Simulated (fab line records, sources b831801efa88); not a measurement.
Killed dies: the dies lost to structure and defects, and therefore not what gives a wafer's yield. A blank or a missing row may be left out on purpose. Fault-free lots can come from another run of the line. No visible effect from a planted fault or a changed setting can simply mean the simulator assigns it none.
Code-filled problem report in 8D (eight disciplines) form	flow sky130	the parts of the form that need people (team, actions taken, sign-off) are left out

1. THE ISSUE
oes product au at SKY_SONOS_ONO_STRIP_17 reads a mean of 0.878 a.u. on 3 wafers of 1 lot; wafers without a fault read 0.710 a.u. with a standard deviation of 0.0043. Relative to the usual mean, that is a shift of +39 standard deviations.
The step: strips in O2/N2.
The first sign was on wafer L795.3 at day 15 20:25, on plasma asher-04. At this step, 39 wafers from 13 lots have a number in the record. Rule for "out" (also "out of limits"): further than 4 standard deviations from the usual mean. All remaining wafers that have a number are taken as sound.

2. WHAT IT IS; WHAT IT IS NOT
question	is	is not
which readings at this step	oes product au	drypump motor current A
which lots	L795	L786, L787, L790, L793, L794, L801, L802, L803, L804, L805, L807, L809
which wafers of those lots	all that have a number	-
read on which tools	plasma asher-04	plasma asher-01, plasma asher-03
when	from day 15 20:25	up to then (15 sound wafers); but 21 sound wafers of L801, L802, L803, L804, L805, L807, L809 came after

3. SUSPECTS, AND WHAT RULES EACH OUT
Counting: a tool at any process step up to the reading remains a suspect when it ran all the lots that are out and ran no sound lot after the first of those.
- plasma asher-04 at SKY_SONOS_ONO_STRIP_17 (strips in O2/N2): ruled out as a lasting fault. After its first lot that is out, L795 (day 15 20:25), sound lots L801, L803, L804, L807 ran on it.
Left after counting: nothing in the record.

4. THE CAUSE (what the simulator had put in)
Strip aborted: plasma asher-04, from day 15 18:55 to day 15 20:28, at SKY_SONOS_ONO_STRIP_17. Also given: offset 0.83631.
Counting ruled it out, wrongly.

5. THE EFFECT CHAIN, in route order
Each row: a reading where the mean over the struck wafers with a number is more than 3 standard deviations away from the usual. Only readings whose record carries a usual standard deviation are examined. hours: median over the lots of the time between each lot's start at the first step of this table that gives one and its start at this step. sigmas: the change, counted in usual standard deviations.
hours	step	reading	usual	on struck wafers	change	sigmas
0	SKY_SONOS_ONO_STRIP_17	oes product au	0.710 a.u.	0.878	+0.168	+39
777	SKY_PAD_OPEN_PROBE_99	killed at front end	15	422	+407	+87
777	SKY_PAD_OPEN_PROBE_99	killed dies	86	492	+406	+42
777	SKY_PAD_OPEN_PROBE_99	killed on rim	17	96	+79	+21
Here are the process steps it includes:
- SKY_SONOS_ONO_STRIP_17: strips in O2/N2.
- SKY_PAD_OPEN_PROBE_99
Readings that are blank on the struck wafers while sound wafers have them: strip time to endpoint s at SKY_SONOS_ONO_STRIP_17.

6. WHAT WOULD HAVE CAUGHT IT SOONER
First out-of-limits reading in this record: day 15 20:25, which is 2 hours after fault onset at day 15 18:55.
